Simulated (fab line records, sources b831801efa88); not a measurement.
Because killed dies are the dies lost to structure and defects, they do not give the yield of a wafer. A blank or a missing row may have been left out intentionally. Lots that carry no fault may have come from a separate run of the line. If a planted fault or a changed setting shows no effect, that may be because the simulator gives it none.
Struck lot and sound lot, side by side :: flow sfqLine :: 42 steps out of a route of 325
Sound: wafers L804.3, L804.5, L804.6. Wafers struck: L809.3, L809.4, L809.6. The cause comes at the end.
Per side, at each step with rows, come the tool, then ch with its chambers, and then its first start. Under that, the readings that differ: sound wafers :: struck wafers :: difference of the means :: sigmas: that difference in standard deviations of wafers without a fault.
alike: same words and numbers on both sides, and readings whose means sit less than 2 such deviations apart. not compared: any withheld reading, any reading some wafer has no value for, any bound like >300 that may hide the same value, and any number with overlapping values for which the record gives no deviation.
The two part at a step that has a row with sigmas, a row that says differs or no value, or rows on one side only. Numbers that don't overlap but have no deviation are shown without sigmas and don't part them. A reading missing from all wafers of one side parts the sides only when that side holds two or more wafers.

SFQ_M3_OVL_MEAS_921:
  sound on overlay-01 at day 30 18:59; struck on overlay-01 at day 32 02:11
reading: M3_OVL (nm)
sound: -4 -9 -12
struck: 1 4 -5
difference: +8
sigmas: +2
then, 2 steps without rows for these wafers: SFQ_TRILAYER_M3_BARC_OPEN_METAL_ETCH_100 (etches BARC in O2, target depth 125 nm, time 41.7 s); SFQ_TRILAYER_M3_ETCH_METAL_ETCH_078 (etches Nb in Cl2/Ar, stops on SiO2, target depth 240 nm, time 120 s).
SFQ_TRILAYER_M3_STRIP_STRIP_079: strips in O2.
  sound on rieMetal-03 ch 0,1, day 30 19:23; struck on rieMetal-03 ch 0,1, day 32 02:35
  alike: drypumpMotorCurrentA, heBacksideLeakSccm, oesProductAu
  not compared: rfHoursCounterH
then, 2 steps without rows for these wafers: SFQ_TRILAYER_M3_STRIP_SOLV_CLEAN_080 (cleans in NMP, time 600 s); SFQ_TRILAYER_I3_DEP_PECVD_081 (deposits SiO2 from SiH4/N2O, time 111.11 s, target thk 500 nm).
-- the record jumps here: 3 days lie between the struck wafers' starts before and after --
SFQ_TRILAYER_I3_CMP_CMP_082: polishes SiO2.
  sound on cmp-01 ch 2,3, day 32 20:34; struck on cmp-01 ch 1,2, day 34 15:09
  alike: motorCurrentA, platenRpm, retainingRingPressureFrac, slurryFilterDpKPa, timeToEndpointS
SFQ_I3_BOW_MEAS_922:
  sound on filmMetro-04 at day 32 23:37; struck on filmMetro-03 at day 34 18:11
  alike: I3_BOW
SFQ_TRILAYER_I3_METRO_MEASURE_083:
  sound on filmMetro-04 at day 33 00:05; struck on filmMetro-03 at day 34 18:40
  alike: thkNm
then, 3 steps without rows for these wafers: SFQ_TRILAYER_I3_VIA_LITHO_COAT_090 (resist thk 62 nm); SFQ_TRILAYER_I3_VIA_LITHO_COAT_085 (resist thk 650 nm); SFQ_TRILAYER_I3_VIA_LITHO_SOFTBAKE_089.
-- the record jumps here: 3 days lie between the struck wafers' starts before and after --
SFQ_TRILAYER_I3_VIA_LITHO_EXPOSE_086: exposes mask I3, target cd 500 nm.
  sound on krfScanner-01 ch 0, day 36 02:55; struck on krfScanner-01 ch 0, day 37 19:43
  alike: mask
then, 2 steps without rows for these wafers: SFQ_TRILAYER_I3_VIA_LITHO_PEB_088 (peb time 60 s); SFQ_TRILAYER_I3_VIA_LITHO_DEVELOP_087 (time 60 s).
SFQ_I3_OVL_MEAS_923:
  sound on overlay-01 at day 36 04:02; struck on overlay-02 at day 37 20:50
  alike: I3_OVL
SFQ_TRILAYER_I3_VIA_BARC_OPEN_VIA_ETCH_121: etches BARC in O2, target depth 125 nm, time 41.7 s.
  sound on rieDiel-03 ch 2,3, day 36 04:04; struck on rieDiel-04 ch 0,2,3, day 37 20:52
reading: model.I3.cdNm (nm)
sound: 501.2 502.3 502.6
struck: 574.2 550.8 545.1
difference: +54.7
sigmas: 
  alike: drypumpMotorCurrentA, oesProductAu, rfFwdPowerW
  not compared: rfHoursCounterH
SFQ_TRILAYER_I3_VIA_ETCH_VIA_ETCH_088: etches SiO2 in CHF3, stops on Nb, target depth 260 nm.
  sound on rieDiel-03 ch 2,3, day 36 04:06; struck on rieDiel-04 ch 0,2,3, day 37 20:54
reading: model.I3.cdNm (nm)
sound: 500.1 502.4 498.3
struck: 571.4 552.1 541.2
difference: +54.6
sigmas: 
  alike: drypumpMotorCurrentA, oesProductAu, rfFwdPowerW
then, 4 steps without rows for these wafers: SFQ_TRILAYER_I3_VIA_STRIP_STRIP_089 (strips in O2); SFQ_TRILAYER_I3_VIA_STRIP_SOLV_CLEAN_090 (cleans in NMP, time 600 s); SFQ_TRILAYER_M4_DEP_PRE_CLEAN_092 (time 22.5 s); SFQ_TRILAYER_M4_DEP_SPUTTER_091 (material Nb, target thk 200 nm, time 133.3 s).
SFQ_M4_RS_MEAS_924: measures by four-point-probe.
  sound on filmMetro-01 at day 36 05:09; struck on filmMetro-04 at day 37 22:33
  alike: M4_NB_RS
then, 6 steps without rows for these wafers: SFQ_TRILAYER_M4_LITHO_COAT_098 (resist thk 62 nm); SFQ_TRILAYER_M4_LITHO_COAT_093 (resist thk 600 nm); SFQ_TRILAYER_M4_LITHO_SOFTBAKE_097; SFQ_TRILAYER_M4_LITHO_EXPOSE_094 (exposes mask M4, target cd 500 nm); SFQ_TRILAYER_M4_LITHO_PEB_096 (peb time 60 s); SFQ_TRILAYER_M4_LITHO_DEVELOP_095 (time 60 s).
SFQ_M4_OVL_MEAS_926:
  sound on overlay-01 at day 38 08:15; struck on overlay-01 at day 39 11:39
  alike: M4_OVL
SFQ_TRILAYER_M4_BARC_OPEN_METAL_ETCH_123: etches BARC in O2, target depth 125 nm, time 41.7 s.
  sound on rieMetal-04 ch 0,1, day 38 08:17; struck on rieMetal-03 ch 0,1, day 39 11:41
  alike: drypumpMotorCurrentA, heBacksideLeakSccm, oesProductAu, rfFwdPowerW
  not compared: rfHoursCounterH
SFQ_TRILAYER_M4_ETCH_METAL_ETCH_096: etches Nb in Cl2/Ar, stops on SiO2, target depth 240 nm, time 120 s.
  sound on rieMetal-04 ch 0,1, day 38 08:23; struck on rieMetal-03 ch 0,1, day 39 11:47
reading: heBacksideLeakSccm (sccm)
sound: 3.65 4.88 3.26
struck: 3.51 3.39 3.43
difference: -0.49
sigmas: -2
  alike: drypumpMotorCurrentA, oesProductAu, rfFwdPowerW
  not compared: rfHoursCounterH
then, 4 steps without rows for these wafers: SFQ_TRILAYER_M4_STRIP_STRIP_097 (strips in O2); SFQ_TRILAYER_M4_STRIP_SOLV_CLEAN_098 (cleans in NMP, time 600 s); SFQ_TRILAYER_I4_DEP_PECVD_099 (deposits SiO2 from SiH4/N2O, time 111.11 s, target thk 500 nm); SFQ_TRILAYER_I4_CMP_CMP_100 (polishes SiO2).
-- the record jumps here: 3 days lie between the struck wafers' starts before and after --
SFQ_I4_BOW_MEAS_927:
  sound on filmMetro-02 at day 41 02:26; struck on filmMetro-02 at day 42 10:44
  alike: I4_BOW
then, 4 steps without rows for these wafers: SFQ_TRILAYER_I4_METRO_MEASURE_101; SFQ_TRILAYER_I4_VIA_LITHO_COAT_108 (resist thk 62 nm); SFQ_TRILAYER_I4_VIA_LITHO_COAT_103 (resist thk 650 nm); SFQ_TRILAYER_I4_VIA_LITHO_SOFTBAKE_107.
-- the record jumps here: 37 days lie between the struck wafers' starts before and after --
SFQ_M8_BOW_MEAS_951:
  sound on filmMetro-02 at day 79 09:28; struck on filmMetro-03 at day 79 20:16
reading: model.etest.i3.linkOhm
sound: 1.976 1.965 1.971
struck: 1.913 1.914 1.929
difference: -0.052
sigmas: 
  alike: M8_BOW

## WHERE THEY PART
First at SFQ_M3_OVL_MEAS_921; last, within this record, at SFQ_TRILAYER_M4_ETCH_METAL_ETCH_096. Later steps at which nothing parts them and some readings are alike: SFQ_I4_BOW_MEAS_927, SFQ_M8_BOW_MEAS_951.

WHY: what had been put in by the simulator
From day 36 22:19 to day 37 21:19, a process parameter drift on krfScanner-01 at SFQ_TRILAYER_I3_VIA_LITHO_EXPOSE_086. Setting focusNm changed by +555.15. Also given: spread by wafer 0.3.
